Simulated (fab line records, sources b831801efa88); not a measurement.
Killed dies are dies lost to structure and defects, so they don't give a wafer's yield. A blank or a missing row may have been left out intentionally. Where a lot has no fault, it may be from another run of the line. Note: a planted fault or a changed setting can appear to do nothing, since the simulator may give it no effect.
Matching of chambers | flow sky130 | 4 sister chambers for SKY_VIA4_CMP_02 on cmp-01
The step polishes SiO2. 8 wafers are shown with their chamber, then 7 later ones without.

== EACH WAFER AND ITS CHAMBER ==
wafer  | chamber | motor_current_A (A)
L101.3 | 3       | 11.6
L107.5 | 0       | 12.1
L107.6 | 1       | 9.3
L108.1 | 1       | 9.4
L108.3 | 3       | 11.4
L108.6 | 2       | 10.0
L110.1 | 2       | 10.2
L110.3 | 0       | 12.3

== WAFERS WITHOUT THEIR CHAMBER ==
wafer  | motor_current_A (A)
L110.6 | 10.1
L118.2 | 12.2
L118.4 | 10.0
L118.5 | 10.2
L120.3 | 12.8
L120.4 | 10.4
L120.6 | 12.8

== WHICH CHAMBER EACH WENT THROUGH ==
wafer  | from the rows above | in truth
L110.6 | 2                   | 2
L118.2 | 0                   | 0
L118.4 | 2                   | 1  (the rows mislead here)
L118.5 | 2                   | 2
L120.3 | 0                   | 0
L120.4 | 2                   | 2
L120.6 | 0                   | 0
Placed correctly: 6 of 7. Number that these rows cannot place: 0. Wrongly placed: 1.
How it was worked out, from the rows above alone: a wafer's distance from a chamber is the root of the sum, over the readings, of the square of ((its reading less the chamber's mean) divided by the reading's scatter). The wafer belongs to the nearest chamber; if the next one is less than 2 further off, it can't be placed. Each chamber's mean is taken over the wafers shown for it. The scatter: take each reading less its chamber's mean, square it, sum over the shown wafers, divide by the number of wafers less the number of chambers, and take the root.
